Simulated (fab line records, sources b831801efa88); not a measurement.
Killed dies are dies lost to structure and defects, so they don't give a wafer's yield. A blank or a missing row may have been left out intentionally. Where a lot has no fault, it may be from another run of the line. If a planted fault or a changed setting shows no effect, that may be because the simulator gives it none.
Which tool was responsible? || flow gf180mcu || 13 lots with 39 wafers sampled at 3 steps, on a route of 602 steps

== WHAT THE GAUGES READ, wafer by wafer ==
GF_M1_THK_MEAS_06: measures by xrf. Usual: M1_ALCU_THK typically reads 443 nm, with standard deviation 6.7.
{"lot": "L465", "measured": "day 16 13:26", "on": "film metro-03", "M1_ALCU_THK (nm)": "444 440 441", "flag": ""}
{"lot": "L466", "measured": "day 17 00:25", "on": "film metro-03", "M1_ALCU_THK (nm)": "452 451 447", "flag": ""}
{"lot": "L467", "measured": "day 17 12:44", "on": "film metro-04", "M1_ALCU_THK (nm)": "445 444 447", "flag": ""}
{"lot": "L468", "measured": "day 17 17:24", "on": "film metro-04", "M1_ALCU_THK (nm)": "439 446 439", "flag": ""}
{"lot": "L469", "measured": "day 18 07:13", "on": "film metro-04", "M1_ALCU_THK (nm)": "450 447 454", "flag": ""}
{"lot": "L470", "measured": "day 18 17:15", "on": "film metro-04", "M1_ALCU_THK (nm)": "436 444 439", "flag": ""}
{"lot": "L472", "measured": "day 19 05:22", "on": "film metro-02", "M1_ALCU_THK (nm)": "433 434 437", "flag": ""}
{"lot": "L473", "measured": "day 19 17:02", "on": "film metro-04", "M1_ALCU_THK (nm)": "454 456 449", "flag": ""}
{"lot": "L474", "measured": "day 20 02:56", "on": "film metro-02", "M1_ALCU_THK (nm)": "447 450 447", "flag": ""}
{"lot": "L479", "measured": "day 21 19:22", "on": "film metro-02", "M1_ALCU_THK (nm)": "443 442 442", "flag": ""}
{"lot": "L480", "measured": "day 21 23:56", "on": "film metro-03", "M1_ALCU_THK (nm)": "438 439 442", "flag": ""}
{"lot": "L486", "measured": "day 24 04:28", "on": "film metro-02", "M1_ALCU_THK (nm)": "446 441 444", "flag": ""}
{"lot": "L487", "measured": "day 24 04:50", "on": "film metro-02", "M1_ALCU_THK (nm)": "441 442 441", "flag": ""}

== TOOL THAT RAN EACH LOT (tool first, then ch and the chambers of the sampled wafers, then the start) ==
{"lot": "L465", "GF_SALICIDE_RTA_08": "rtp anneal-01 ch 0, day 15 12:56", "GF_CONTACT_STRIP_18": "plasma asher-03 ch 0,1, day 16 12:07"}
{"lot": "L466", "GF_SALICIDE_RTA_08": "rtp anneal-01 ch 0, day 15 23:40", "GF_CONTACT_STRIP_18": "plasma asher-02 ch 0,1, day 16 23:05"}
{"lot": "L467", "GF_SALICIDE_RTA_08": "rtp anneal-02 ch 0, day 16 10:44", "GF_CONTACT_STRIP_18": "plasma asher-03 ch 0,1, day 17 11:25"}
{"lot": "L468", "GF_SALICIDE_RTA_08": "rtp anneal-01 ch 0, day 16 16:14", "GF_CONTACT_STRIP_18": "plasma asher-02 ch 0,1, day 17 15:58"}
{"lot": "L469", "GF_SALICIDE_RTA_08": "rtp anneal-01 ch 0, day 17 05:08", "GF_CONTACT_STRIP_18": "plasma asher-04 ch 0,1, day 18 05:53"}
{"lot": "L470", "GF_SALICIDE_RTA_08": "rtp anneal-02 ch 0, day 17 15:44", "GF_CONTACT_STRIP_18": "plasma asher-02 ch 0,1, day 18 15:55"}
{"lot": "L472", "GF_SALICIDE_RTA_08": "rtp anneal-01 ch 0, day 18 03:01", "GF_CONTACT_STRIP_18": "plasma asher-04 ch 0,1, day 19 04:02"}
{"lot": "L473", "GF_SALICIDE_RTA_08": "rtp anneal-02 ch 0, day 18 14:32", "GF_CONTACT_STRIP_18": "plasma asher-04 ch 0,1, day 19 15:43"}
{"lot": "L474", "GF_SALICIDE_RTA_08": "rtp anneal-02 ch 0, day 19 00:44", "GF_CONTACT_STRIP_18": "plasma asher-03 ch 1, day 20 01:35"}
{"lot": "L479", "GF_SALICIDE_RTA_08": "rtp anneal-02 ch 0, day 20 17:18", "GF_CONTACT_STRIP_18": "plasma asher-03 ch 0,1, day 21 18:01"}
{"lot": "L480", "GF_SALICIDE_RTA_08": "rtp anneal-02 ch 0, day 20 22:16", "GF_CONTACT_STRIP_18": "plasma asher-02 ch 0,1, day 21 22:35"}
{"lot": "L486", "GF_SALICIDE_RTA_08": "rtp anneal-02 ch 0, day 23 03:47", "GF_CONTACT_STRIP_18": "plasma asher-04 ch 0,1, day 24 03:10"}
{"lot": "L487", "GF_SALICIDE_RTA_08": "rtp anneal-02 ch 0, day 23 04:20", "GF_CONTACT_STRIP_18": "plasma asher-02 ch 0,1, day 24 03:32"}
- GF_SALICIDE_RTA_08: time 30 s.
- GF_CONTACT_STRIP_18: strips in O2/N2.

== AS READ BY THE TOOLS THEMSELVES (means over the sampled wafers that have a number; for cases with no such wafer, the mark the record gives instead) ==
GF_SALICIDE_RTA_08. Usual: lamp power pct 16.1 %, standard deviation 0.4; wafer_temp_C_max 803.5, standard deviation 0.82.
{"lot": "L465", "tool": "rtp anneal-01", "lamp power pct (%)": 15.7, "wafer_temp_C_max": 803.8, "flag": ""}
{"lot": "L466", "tool": "rtp anneal-01", "lamp power pct (%)": 15.7, "wafer_temp_C_max": 803.8, "flag": ""}
{"lot": "L467", "tool": "rtp anneal-02", "lamp power pct (%)": 16.5, "wafer_temp_C_max": 803.4, "flag": ""}
{"lot": "L468", "tool": "rtp anneal-01", "lamp power pct (%)": 15.7, "wafer_temp_C_max": 804.2, "flag": ""}
{"lot": "L469", "tool": "rtp anneal-01", "lamp power pct (%)": 15.7, "wafer_temp_C_max": 803.5, "flag": ""}
{"lot": "L470", "tool": "rtp anneal-02", "lamp power pct (%)": 16.5, "wafer_temp_C_max": 803.1, "flag": ""}
{"lot": "L472", "tool": "rtp anneal-01", "lamp power pct (%)": 15.7, "wafer_temp_C_max": 803.2, "flag": ""}
{"lot": "L473", "tool": "rtp anneal-02", "lamp power pct (%)": 16.5, "wafer_temp_C_max": 802.4, "flag": ""}
{"lot": "L474", "tool": "rtp anneal-02", "lamp power pct (%)": 16.5, "wafer_temp_C_max": 802.8, "flag": ""}
{"lot": "L479", "tool": "rtp anneal-02", "lamp power pct (%)": 16.5, "wafer_temp_C_max": 802.8, "flag": ""}
{"lot": "L480", "tool": "rtp anneal-02", "lamp power pct (%)": 16.5, "wafer_temp_C_max": 802.4, "flag": ""}
{"lot": "L486", "tool": "rtp anneal-02", "lamp power pct (%)": 16.5, "wafer_temp_C_max": 803.3, "flag": ""}
{"lot": "L487", "tool": "rtp anneal-02", "lamp power pct (%)": 16.5, "wafer_temp_C_max": 803.0, "flag": ""}

GF_CONTACT_STRIP_18. Usual: drypump motor current A 5.5 A, standard deviation 0.33; heater power w 349 W, standard deviation 37; n2 flow sccm 299.8 sccm, standard deviation 0.87; oes product au 0.580 a.u., standard deviation 0.0052.
{"lot": "L465", "tool": "plasma asher-03", "drypump motor current A (A)": 5.3, "heater power w (W)": 345, "n2 flow sccm (sccm)": 300.5, "oes product au (a.u.)": 0.586, "flag": ""}
{"lot": "L466", "tool": "plasma asher-02", "drypump motor current A (A)": 5.8, "heater power w (W)": 341, "n2 flow sccm (sccm)": 300.1, "oes product au (a.u.)": 0.583, "flag": ""}
{"lot": "L467", "tool": "plasma asher-03", "drypump motor current A (A)": 5.2, "heater power w (W)": 333, "n2 flow sccm (sccm)": 299.6, "oes product au (a.u.)": 0.579, "flag": ""}
{"lot": "L468", "tool": "plasma asher-02", "drypump motor current A (A)": 5.8, "heater power w (W)": 356, "n2 flow sccm (sccm)": 300.0, "oes product au (a.u.)": 0.581, "flag": ""}
{"lot": "L469", "tool": "plasma asher-04", "drypump motor current A (A)": 5.1, "heater power w (W)": 343, "n2 flow sccm (sccm)": 300.2, "oes product au (a.u.)": 0.580, "flag": ""}
{"lot": "L470", "tool": "plasma asher-02", "drypump motor current A (A)": 5.8, "heater power w (W)": 342, "n2 flow sccm (sccm)": 300.0, "oes product au (a.u.)": 0.582, "flag": ""}
{"lot": "L472", "tool": "plasma asher-04", "drypump motor current A (A)": 5.1, "heater power w (W)": 393, "n2 flow sccm (sccm)": 301.4, "oes product au (a.u.)": 0.580, "flag": ""}
{"lot": "L473", "tool": "plasma asher-04", "drypump motor current A (A)": 5.1, "heater power w (W)": 350, "n2 flow sccm (sccm)": 300.2, "oes product au (a.u.)": 0.577, "flag": ""}
{"lot": "L474", "tool": "plasma asher-03", "drypump motor current A (A)": 5.1, "heater power w (W)": 328, "n2 flow sccm (sccm)": 300.4, "oes product au (a.u.)": 0.582, "flag": ""}
{"lot": "L479", "tool": "plasma asher-03", "drypump motor current A (A)": 5.2, "heater power w (W)": 340, "n2 flow sccm (sccm)": 299.9, "oes product au (a.u.)": 0.584, "flag": ""}
{"lot": "L480", "tool": "plasma asher-02", "drypump motor current A (A)": 5.8, "heater power w (W)": 354, "n2 flow sccm (sccm)": 300.7, "oes product au (a.u.)": 0.574, "flag": ""}
{"lot": "L486", "tool": "plasma asher-04", "drypump motor current A (A)": 5.1, "heater power w (W)": 389, "n2 flow sccm (sccm)": 300.5, "oes product au (a.u.)": 0.579, "flag": ""}
{"lot": "L487", "tool": "plasma asher-02", "drypump motor current A (A)": 5.8, "heater power w (W)": 343, "n2 flow sccm (sccm)": 300.0, "oes product au (a.u.)": 0.580, "flag": ""}

== THE ANSWER, worked out from the rows above alone ==
Rule: take the mean of a lot's wafers that have a number; if it is more than 3 standard deviations from the usual mean, the lot is off. A lot without any number at a reading at which 4 lots or more have one is off too. Where the step has rows for the other lots, those lots are counted as sound. First the gauges in route order, then the tools' own readings, where a lot's mean is used as printed above. At the first step where some lot is off, the reading lying furthest off is the one used; lots without a number count as furthest.
Across all readings shown, no lot is off: no conclusion can be drawn from this.

== WHAT THE SIMULATOR HAD PUT IN ==
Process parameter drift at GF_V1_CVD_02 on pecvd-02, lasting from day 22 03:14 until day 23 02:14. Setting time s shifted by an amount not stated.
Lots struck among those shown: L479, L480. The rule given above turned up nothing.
